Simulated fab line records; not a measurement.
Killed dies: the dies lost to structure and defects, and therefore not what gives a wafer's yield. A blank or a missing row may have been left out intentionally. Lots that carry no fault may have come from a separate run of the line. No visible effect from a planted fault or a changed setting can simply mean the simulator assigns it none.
fab line records -- flow sky130
record lots=6, wafers=18, last_day=50
route steps=708 shown LDD_LDN@302 SPACER@304 POLY_CUT@307 PAD_OPEN@708
lots that met no fault: from a run of the same line without faults
start_h: the number of hours between the record's first day and the start of the first shown wafer of the lot -- wait_h: hours from the lot's prior step to this one -- " same as the row above -- L1.1+2: several wafers, shown together as one row -- - either no value or no given start -- * or withheld: withheld -- < > ~ a bound
route shown NAME@n: NAME is a module with steps in the file, n the number in the route of the first one -- usual: mean and standard deviation over wafers with no fault -- same: alike in all rows -- chamber/n: place in a boat -- sites: per-site readings -- _std_site: how widely they spread, as a standard deviation -- _edge_site: outer sites' mean less inner sites' -- radius_mm: for every site, how far away it sits from the centre of the wafer -- mask NAME#n: copy n -- behind: the last tool/chamber to shape the wafer -- hold: why the lot was held/for how many hours/how that ended -- device: transistor that didn't switch, given as n, p or np -- end of line: tests run on the same wafers once the route is complete -- a step with no rows: only its recipe -- killed: dies lost to structure and defects at the first sort, not the wafer's yield -- map: a wafer's dies, x killed, . not, _ none there
set.NAME: setting as actually run; set.NAME@STEP: the setting as run at that earlier step -- model.NAME: the simulator's own value behind a step, which no gauge read
a table for each step, a row for each wafer; lots at some steps of the route
services: the hour from which a tool's chamber was out of use, counted from the record's first day as start_h (under 0 if before that day), plus the number of hours and why
## steps
# step SKY_LDD_LDN_TW_MEAS_13
# usual LDD_LDN_TW=1488/8.6
lot.wafer,tool,chamber,start_h,wait_h,LDD_LDN_TW
L806.1,film_metro-03,-,536.47,0.1,1485
L806.5,film_metro-03,-,536.47,0.1,1491
L806.6,film_metro-03,-,536.47,0.1,1488
L816.2,film_metro-04,-,616.25,0.1,1498
L816.4,film_metro-04,-,616.25,0.1,1501
L816.5,film_metro-04,-,616.25,0.1,1494
L820.1,film_metro-01,-,649.74,0.1,1481
L820.4,film_metro-01,-,649.74,0.1,1472
L820.5,film_metro-01,-,649.74,0.1,1483
L823.1,film_metro-04,-,672.22,0.1,1487
L823.4,film_metro-04,-,672.22,0.1,1492
L823.5,film_metro-04,-,672.22,0.1,1491
L824.2,film_metro-03,-,681.18,0.1,1489
L824.3,film_metro-03,-,681.18,0.1,1484
L824.5,film_metro-03,-,681.18,0.1,1489
L829.2,film_metro-03,-,712.41,0.1,1487
L829.3,film_metro-03,-,712.41,0.1,1486
L829.5,film_metro-03,-,712.41,0.1,1491
# step SKY_LDD_LDN_CLEAN_14
# recipe chemistry=SC1/SC2, mix=1:4:20, temp_c=70, time_s=150, dry=n2_spin
# step SKY_SPACER_CVD_00
# recipe material=Si3N4, precursor=DCS/NH3, target_thk_nm=43.1, temp_c=770, time_s=740, pressure_mtorr=250
# step SKY_SPACER_THK_MEAS_01
# recipe reads=Si3N4_of_SPACER_CVD_00
# usual SPACER_CVD_00_THK=43.1/0.39
lot.wafer,tool,chamber,start_h,wait_h,SPACER_CVD_00_THK[nm]
L806.1,film_metro-02,-,537.79,0.0,43.4
L806.5,film_metro-02,-,537.79,0.0,43.4
L806.6,film_metro-02,-,537.79,0.0,43.1
L816.2,film_metro-04,-,618.13,0.0,42.4
L816.4,film_metro-04,-,618.13,0.0,42.6
L816.5,film_metro-04,-,618.13,0.0,42.8
L820.1,film_metro-02,-,651.06,0.0,43.7
L820.4,film_metro-02,-,651.06,0.0,43.4
L820.5,film_metro-02,-,651.06,0.0,43.5
L823.1,film_metro-02,-,674.70,0.0,43.3
L823.4,film_metro-02,-,674.70,0.0,43.0
L823.5,film_metro-02,-,674.70,0.0,43.1
L824.2,film_metro-03,-,686.97,0.0,43.1
L824.3,film_metro-03,-,686.97,0.0,43.2
L824.5,film_metro-03,-,686.97,0.0,43.1
L829.2,film_metro-02,-,714.41,0.0,42.7
L829.3,film_metro-02,-,714.41,0.0,43.0
L829.5,film_metro-02,-,714.41,0.0,43.3
# step SKY_SPACER_ETCHBACK_02
# recipe chemistry=CH3F/O2, target=Si3N4, stop_on=SiO2, source_w=400, bias_w=80, pressure_mtorr=25, ch3f_flow_sccm=40, O2_flow_sccm=30, time_s=46.7, target_depth_a=450
# usual bias_w=79.99/0.25, drypump_motor_current_A=5.7/0.46, oes_product_au=0.855/0.0058, throttle_valve_pct=10.562/0.0093
lot.wafer,tool,chamber,start_h,wait_h,bias_w,drypump_motor_current_A,oes_product_au,rf_hours_counter_h,throttle_valve_pct
L806.1,rie_diel-04,0,537.85,0.1,80.16,5.1,0.854,12,10.569
L806.5,rie_diel-04,0,537.85,0.1,79.93,5.1,0.849,-,10.569
L806.6,rie_diel-04,1,537.85,0.1,79.96,5.6,0.857,-,10.556
L816.2,rie_diel-04,3,618.18,0.0,80.19,4.9,0.850,6,10.552
L816.4,rie_diel-04,1,618.18,0.0,79.73,5.5,0.854,4,10.572
L816.5,rie_diel-04,1,618.18,0.0,80.00,5.5,0.852,-,10.574
L820.1,rie_diel-04,3,651.12,0.1,80.21,4.9,0.856,6,10.562
L820.4,rie_diel-04,2,651.12,0.1,79.86,6.3,0.852,5,10.577
L820.5,rie_diel-04,0,651.12,0.1,80.05,5.0,0.857,-,10.562
L823.1,rie_diel-04,3,674.76,0.1,79.95,4.9,0.854,6,10.565
L823.4,rie_diel-04,2,674.76,0.1,79.79,6.3,0.855,6,10.578
L823.5,rie_diel-04,3,674.76,0.1,80.16,4.8,0.862,-,10.553
L824.2,rie_diel-03,1,687.02,0.0,80.13,6.2,0.855,14,10.572
L824.3,rie_diel-03,3,687.02,0.0,80.40,5.9,0.853,10,10.556
L824.5,rie_diel-03,2,687.02,0.0,80.60,5.9,0.854,-,10.573
L829.2,rie_diel-04,3,714.46,0.0,80.24,4.9,0.851,7,10.572
L829.3,rie_diel-04,1,714.46,0.0,80.36,5.6,0.855,6,10.582
L829.5,rie_diel-04,1,714.46,0.0,80.17,5.5,0.853,-,10.569
# step SKY_POLY_CUT_DEHYDRATE_00
# recipe temp_c=200, time_s=60
# step SKY_POLY_CUT_HMDS_01
# recipe prime_time_s=60, prime_temp_c=120
# step SKY_POLY_CUT_COAT_02
# recipe resist=BARC, temp_c=withheld, time_s=withheld, spin_rpm=3000, resist_thk_nm=60
# step SKY_POLY_CUT_COAT_03
# recipe resist=KrF-thick, spin_rpm=3000, resist_thk_nm=450
# step SKY_POLY_CUT_SOFTBAKE_04
# recipe temp_c=100, time_s=90, resist=KrF-thick
# step SKY_POLY_CUT_EXPOSE_05
# recipe mask_id=NPCM, na=0.8, source_shape=annular, sigma_inner=0.55, sigma_outer=0.85, target_cd_nm=270, dose_mj=32
# step SKY_POLY_CUT_PEB_06
# recipe peb_temp_c=withheld, peb_time_s=withheld, resist=KrF-thick
# step SKY_POLY_CUT_DEVELOP_07
# recipe develop_time_s=60, resist=KrF-thick, dev_temp_c=21
# usual developer_temp_C=21.01/0.11
lot.wafer,tool,chamber,start_h,wait_h,developer_temp_C
L806.1,litho_track-01,0,566,-,21.15
L806.5,litho_track-01,0,567,-,21.18
L806.6,litho_track-01,0,567,-,21.17
L816.2,litho_track-04,0,646,-,21.00
L816.4,litho_track-04,0,646,-,20.78
L816.5,litho_track-04,0,646,-,20.88
L820.1,litho_track-04,0,679,-,21.07
L820.4,litho_track-04,0,679,-,21.11
L820.5,litho_track-04,0,679,-,21.11
L823.1,litho_track-02,0,702,-,21.38
L823.4,litho_track-02,0,702,-,21.23
L823.5,litho_track-02,0,702,-,21.20
L824.2,litho_track-04,0,714,-,21.05
L824.3,litho_track-04,0,714,-,21.14
L824.5,litho_track-04,0,714,-,21.05
L829.2,litho_track-01,0,741,-,20.93
L829.3,litho_track-01,0,741,-,21.07
L829.5,litho_track-01,0,741,-,20.88
# step SKY_POLY_CUT_CD_MEAS_08
# recipe target_cd_nm=270
# usual cd_nm=270.5/1.6
lot.wafer,tool,chamber,start_h,wait_h,cd_nm
L806.1,cd_sem-01,-,567.11,-,270.6
L806.5,cd_sem-01,-,567.11,-,271.8
L806.6,cd_sem-01,-,567.11,-,270.3
L816.2,cd_sem-01,-,646.60,-,269.5
L816.4,cd_sem-01,-,646.60,-,268.6
L816.5,cd_sem-01,-,646.60,-,270.4
L820.1,cd_sem-01,-,679.83,-,265.0
L820.4,cd_sem-01,-,679.83,-,264.3
L820.5,cd_sem-01,-,679.83,-,263.9
L823.1,cd_sem-02,-,702.96,-,271.9
L823.4,cd_sem-02,-,702.96,-,270.1
L823.5,cd_sem-02,-,702.96,-,269.7
L824.2,cd_sem-01,-,714.90,-,266.5
L824.3,cd_sem-01,-,714.90,-,266.5
L824.5,cd_sem-01,-,714.90,-,265.9
L829.2,cd_sem-01,-,741.88,-,267.7
L829.3,cd_sem-01,-,741.88,-,268.7
L829.5,cd_sem-01,-,741.88,-,268.2
# step SKY_POLY_CUT_OVL_MEAS_09
# usual POLY_CUT_OVL=2/5
lot.wafer,tool,chamber,start_h,wait_h,POLY_CUT_OVL[nm]
L806.1,overlay-02,-,567.23,0.1,4
L806.5,overlay-02,-,567.23,0.1,0
L806.6,overlay-02,-,567.23,0.1,-1
L816.2,overlay-01,-,646.71,0.1,7
L816.4,overlay-01,-,646.71,0.1,9
L816.5,overlay-01,-,646.71,0.1,3
L820.1,overlay-01,-,679.95,0.1,-4
L820.4,overlay-01,-,679.95,0.1,0
L820.5,overlay-01,-,679.95,0.1,-6
L823.1,overlay-01,-,703.08,0.1,0
L823.4,overlay-01,-,703.08,0.1,5
L823.5,overlay-01,-,703.08,0.1,4
L824.2,overlay-01,-,715.01,0.1,9
L824.3,overlay-01,-,715.01,0.1,12
L824.5,overlay-01,-,715.01,0.1,5
L829.2,overlay-02,-,741.98,0.1,3
L829.3,overlay-02,-,741.98,0.1,8
L829.5,overlay-02,-,741.98,0.1,9
# step SKY_POLY_CUT_ETCH_10
# recipe chemistry=N2/H2, target=BARC, ion_energy_ev=200, source_w=500, bias_w=100, pressure_mtorr=30, n2_flow_sccm=100, h2_flow_sccm=200, stop_on=SiO2, time_s=45.9, target_depth_a=600
# usual bias_w=99.99/0.26, drypump_motor_current_A=5.9/0.4, oes_product_au=0.855/0.005, throttle_valve_pct=13.226/0.0093
lot.wafer,tool,chamber,start_h,wait_h,bias_w,drypump_motor_current_A,oes_product_au,rf_hours_counter_h,throttle_valve_pct,model.POLY_CUT.cd_nm
L806.1,rie_diel-01,0,567.26,0.0,100.11,6.0,0.860,72,13.227,271
L806.5,rie_diel-01,0,567.26,0.0,99.81,6.0,0.855,-,13.238,272
L806.6,rie_diel-01,3,567.26,0.0,99.46,5.9,0.856,-,13.239,270.6
L816.2,rie_diel-01,0,646.74,0.0,100.13,6.0,0.852,1,13.227,268.2
L816.4,rie_diel-01,3,646.74,0.0,99.56,5.8,0.857,36,13.224,268.7
L816.5,rie_diel-01,0,646.74,0.0,99.65,6.0,0.851,-,13.227,269
L820.1,rie_diel-02,0,679.99,0.0,99.79,5.2,0.855,10,13.221,265.1
L820.4,rie_diel-02,3,679.99,0.0,100.03,5.9,0.861,5,13.216,265.3
L820.5,rie_diel-02,3,679.99,0.0,99.52,5.9,0.851,-,13.232,264.7
L823.1,rie_diel-01,2,703.12,0.0,100.20,5.6,0.855,29,13.226,272.5
L823.4,rie_diel-01,1,703.12,0.0,100.15,6.0,0.859,-,13.233,271.1
L823.5,rie_diel-01,3,703.12,0.0,100.03,5.9,0.859,-,13.224,269
L824.2,rie_diel-02,0,715.04,0.0,99.81,5.3,0.851,11,13.225,266.6
L824.3,rie_diel-02,2,715.04,0.0,100.33,6.5,0.851,17,13.239,267.8
L824.5,rie_diel-02,0,715.04,0.0,100.17,5.3,0.856,-,13.215,266
L829.2,rie_diel-04,2,742.01,0.0,100.08,6.3,0.860,7,13.208,267.5
L829.3,rie_diel-04,3,742.01,0.0,99.71,4.9,0.855,8,13.231,269.8
L829.5,rie_diel-04,0,742.01,0.0,100.03,5.0,0.852,-,13.235,267.8
# step SKY_POLY_CUT_ETCH_11
# recipe target=Si3N4, chemistry=CF4/CH2F2/Ar, stop_on=poly-Si, source_w=600, bias_w=150, pressure_mtorr=40, cf4_flow_sccm=40, ch2f2_flow_sccm=20, Ar_flow_sccm=150, time_s=42.5, target_depth_a=600
# usual bias_w=150.0/0.46, cf4_flow_sccm=39.99/0.13, drypump_motor_current_A=5.9/0.4, oes_product_au=0.830/0.0062, throttle_valve_pct=14.993/0.0096
lot.wafer,tool,chamber,start_h,wait_h,bias_w,cf4_flow_sccm,drypump_motor_current_A,oes_product_au,rf_hours_counter_h,throttle_valve_pct,model.POLY_CUT.cd_nm
L806.1,rie_diel-01,0,567.30,0.0,150.0,40.04,6.0,0.835,72,15.001,270.8
L806.5,rie_diel-01,0,567.30,0.0,150.4,40.07,6.0,0.836,-,15.001,271.8
L806.6,rie_diel-01,3,567.30,0.0,150.5,39.98,5.9,0.831,-,14.999,270.7
L816.2,rie_diel-01,0,646.78,0.0,150.1,39.83,6.0,0.832,1,14.990,268.2
L816.4,rie_diel-01,3,646.78,0.0,149.5,39.87,5.8,0.828,36,14.987,268.6
L816.5,rie_diel-01,0,646.78,0.0,150.4,39.93,6.0,0.834,-,14.977,269.1
L820.1,rie_diel-02,0,680.03,0.0,150.1,40.04,5.3,0.821,10,14.999,264.9
L820.4,rie_diel-02,3,680.03,0.0,150.5,39.95,5.9,0.826,5,14.984,265.2
L820.5,rie_diel-02,3,680.03,0.0,150.2,39.98,5.9,0.827,-,15.007,264.5
L823.1,rie_diel-01,2,703.16,0.0,149.6,39.96,5.6,0.835,29,14.985,272.5
L823.4,rie_diel-01,1,703.16,0.0,150.5,39.88,6.0,0.831,-,14.995,271.1
L823.5,rie_diel-01,3,703.16,0.0,150.0,40.19,5.9,0.840,-,14.996,268.8
L824.2,rie_diel-02,0,715.08,0.0,150.3,40.06,5.3,0.822,11,14.997,266.4
L824.3,rie_diel-02,2,715.08,0.0,149.5,39.95,6.5,0.833,17,14.983,267.9
L824.5,rie_diel-02,0,715.08,0.0,150.8,40.22,5.3,0.828,-,15.009,266
L829.2,rie_diel-04,2,742.05,0.0,149.0,40.17,6.3,0.821,7,14.977,267.3
L829.3,rie_diel-04,3,742.05,0.0,150.0,40.05,4.9,0.838,8,15.008,269.7
L829.5,rie_diel-04,0,742.05,0.0,149.4,39.86,5.0,0.825,-,15.007,267.8
# step SKY_POLY_CUT_STRIP_12
# recipe chemistry=O2/N2, power_w=1400, pressure_mtorr=1500, platen_temp_c=withheld, o2_flow_sccm=3000, n2_flow_sccm=300, overash_fraction=0.5
# usual drypump_motor_current_A=5.5/0.47, oes_product_au=0.452/0.0042, strip_time_to_endpoint_s=5.353/0.015
lot.wafer,tool,chamber,start_h,wait_h,drypump_motor_current_A,oes_product_au,rf_hours_counter_h,strip_time_to_endpoint_s
L806.1,plasma_asher-01,0,567.34,0.0,5.3,0.451,12,5.381
L806.5,plasma_asher-01,1,567.34,0.0,5.3,0.454,-,5.388
L806.6,plasma_asher-01,0,567.34,0.0,5.3,0.457,-,5.383
L816.2,plasma_asher-01,1,646.82,0.0,5.3,0.454,20,5.357
L816.4,plasma_asher-01,1,646.82,0.0,5.3,0.453,-,5.340
L816.5,plasma_asher-01,0,646.82,0.0,5.2,0.458,-,5.353
L820.1,plasma_asher-01,0,680.07,0.0,5.2,0.453,23,5.352
L820.4,plasma_asher-01,1,680.07,0.0,5.3,0.455,-,5.351
L820.5,plasma_asher-01,0,680.07,0.0,5.3,0.448,-,5.366
L823.1,plasma_asher-04,0,703.20,0.0,5.2,0.456,81,5.344
L823.4,plasma_asher-04,0,703.20,0.0,5.3,0.453,-,5.351
L823.5,plasma_asher-04,1,703.20,0.0,5.2,0.446,-,5.351
L824.2,plasma_asher-01,1,715.12,0.0,5.3,0.445,27,5.325
L824.3,plasma_asher-01,1,715.12,0.0,5.3,0.446,-,5.325
L824.5,plasma_asher-01,0,715.12,0.0,5.3,0.450,-,5.341
L829.2,plasma_asher-04,0,742.09,0.0,5.2,0.455,85,5.365
L829.3,plasma_asher-04,0,742.09,0.0,5.2,0.455,-,5.367
L829.5,plasma_asher-04,0,742.09,0.0,5.2,0.446,-,5.362
# step SKY_PAD_OPEN_PROBE_99
# usual killed_at_M0_to_M3=45/7.2, killed_at_M4_up=3.0/1.8, killed_at_contacts=25/6.1, killed_at_front_end=14/4.4, killed_at_other=0.2/0.44, killed_dies=88/10, killed_open=48/7.4, killed_short=40/6.3
# same gross_dies=492, killed_at_back_side=0
lot.wafer,tool,chamber,start_h,wait_h,killed_at_M0_to_M3,killed_at_M4_up,killed_at_contacts,killed_at_front_end,killed_at_other,killed_dies,killed_open,killed_short
L816.2,prober-02,-,1140.63,0.1,36,1,26,15,0,78,36,42
L816.4,prober-02,-,1140.73,0.2,48,0,23,13,0,84,43,41
L816.5,prober-02,-,1140.78,0.2,49,2,24,16,0,91,44,47
L823.1,prober-02,-,1176.93,0.1,40,3,20,24,1,88,51,37
L823.4,prober-02,-,1177.08,0.2,40,4,22,9,1,76,44,32
L823.5,prober-02,-,1177.13,0.2,42,4,11,14,0,71,35,36
L829.2,prober-02,-,1198.52,0.1,51,2,21,19,1,94,50,44
L829.3,prober-02,-,1198.57,0.2,42,1,13,13,1,70,42,28
L829.5,prober-02,-,1198.67,0.2,47,3,16,11,1,78,38,40
# killed by level:class
L816.2 CONTACT:geometric_particle:open=9 VIA1:geometric_particle:open=8 POLY_GATE:geometric_particle:short=7 LOCAL_INTERCONNECT:geometric_particle:short=6 CONTACT:geometric_particle:short=6 METAL1:geometric_particle:short=5 LI_CONTACT:geometric_particle:open=4 VIA2:geometric_particle:open=4
L816.4 CONTACT:geometric_particle:open=9 VIA1:geometric_particle:open=9 VIA1:geometric_particle:short=8 VIA2:geometric_particle:open=8 LOCAL_INTERCONNECT:geometric_particle:short=6 FIELD_ISO:geometric_particle:short=5 VIA3:geometric_particle:open=5 POLY_GATE:geometric_particle:short=4
L816.5 VIA1:geometric_particle:open=10 CONTACT:geometric_particle:open=9 VIA3:geometric_particle:short=7 METAL1:geometric_particle:short=7 VIA2:geometric_particle:open=6 FIELD_ISO:geometric_particle:open=5 VIA2:geometric_particle:short=5 POLY_GATE:geometric_particle:short=4
L823.1 VIA1:geometric_particle:open=13 CONTACT:geometric_particle:open=8 FIELD_ISO:geometric_particle:open=6 LI_CONTACT:geometric_particle:open=6 VIA2:geometric_particle:open=6 FIELD_ISO:geometric_particle:short=5 METAL1:geometric_particle:short=4 VIA1:geometric_particle:short=4
L823.4 VIA1:geometric_particle:open=12 CONTACT:geometric_particle:open=9 VIA3:geometric_particle:open=8 METAL2:geometric_particle:short=6 LI_CONTACT:geometric_particle:open=5 VIA2:geometric_particle:open=5 FIELD_ISO:geometric_particle:short=4 LOCAL_INTERCONNECT:geometric_particle:short=4
L823.5 METAL1:geometric_particle:short=6 VIA1:geometric_particle:open=6 VIA3:geometric_particle:open=6 FIELD_ISO:geometric_particle:open=5 VIA2:geometric_particle:open=5 VIA2:geometric_particle:short=4 METAL2:geometric_particle:short=4 LI_CONTACT:geometric_particle:open=3
L829.2 VIA1:geometric_particle:open=12 CONTACT:geometric_particle:open=11 METAL2:geometric_particle:short=11 VIA3:geometric_particle:open=7 VIA2:geometric_particle:open=6 FIELD_ISO:geometric_particle:short=5 CONTACT:geometric_particle:short=5 VIA1:geometric_particle:short=3
L829.3 VIA2:geometric_particle:open=9 VIA1:geometric_particle:open=8 VIA3:geometric_particle:open=8 LI_CONTACT:geometric_particle:open=5 CONTACT:geometric_particle:short=4 POLY_GATE:geometric_particle:short=3 POLY_GATE:geometric_particle:open=3 METAL3:geometric_particle:short=3
L829.5 VIA1:geometric_particle:open=11 VIA1:geometric_particle:short=10 METAL1:geometric_particle:short=8 CONTACT:geometric_particle:open=7 VIA2:geometric_particle:open=5 POLY_GATE:geometric_particle:open=4 LI_CONTACT:geometric_particle:open=4 METAL2:geometric_particle:short=3
## services
tool,chamber,start_h,hours,kind
rie_diel-04,0,515.19,4.3,repair
plasma_asher-01,-,549.55,1.8,repair
rie_diel-03,-,555.09,0.5,repair
rie_diel-04,-,557.80,14.6,pm
rie_diel-02,-,579.36,10.0,pm
rie_diel-02,-,594.19,0.6,repair
rie_diel-01,0,610.54,-,clean
rie_diel-01,0,610.54,18.7,scheduled_down
rie_diel-01,0,610.54,18.7,vent_cycle
rie_diel-04,0,619.54,2.6,repair
rie_diel-03,3,637.20,29.0,repair
plasma_asher-04,-,640.21,1.2,repair
plasma_asher-04,-,641.40,2.8,pm
rie_diel-03,1,646.40,21.6,repair
rie_diel-03,0,678.72,16.5,repair
rie_diel-01,-,681.04,0.7,repair
rie_diel-04,2,681.67,4.1,repair
rie_diel-01,0,690.94,20.6,repair
rie_diel-01,3,691.37,3.4,repair
rie_diel-04,-,707.94,0.9,repair
rie_diel-04,0,712.58,11.5,repair
rie_diel-01,2,721.97,8.9,repair
## key
first_sign step=SKY_POLY_CUT_CD_MEAS_08, reading=cd_nm, direction=down, sigmas=3.3, usual=270.5, struck=265.4
effect none on later readings
model_effect step=SKY_POLY_CUT_ETCH_10, value=POLY_CUT.cd_nm, without=271.2, struck=265.9
model_effect step=SKY_POLY_CUT_ETCH_11, value=POLY_CUT.cd_nm, without=271.2, struck=265.8
met_at SKY_POLY_CUT_DEVELOP_07
struck_wafers L820.1,L820.4,L820.5,L824.2,L824.3,L824.5
tester_left_out L820,L824
onset_between 646 679
fault kind=process_parameter_drift, tool=litho_track-04, chamber=-, onset_h=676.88, steps=SKY_POLY_CUT_DEVELOP_07, channel=develop_time_s, offset=*, shape=step, end_h=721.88, acts_in=*, stated=*
# tester_left_out: of these lots the tester's yield and bins aren't shown, on N5 and GAA mostly nor the transistor test; their killed dies are dies lost to structure and defects alone, not to doping, threshold or leakage, so they don't give the yield
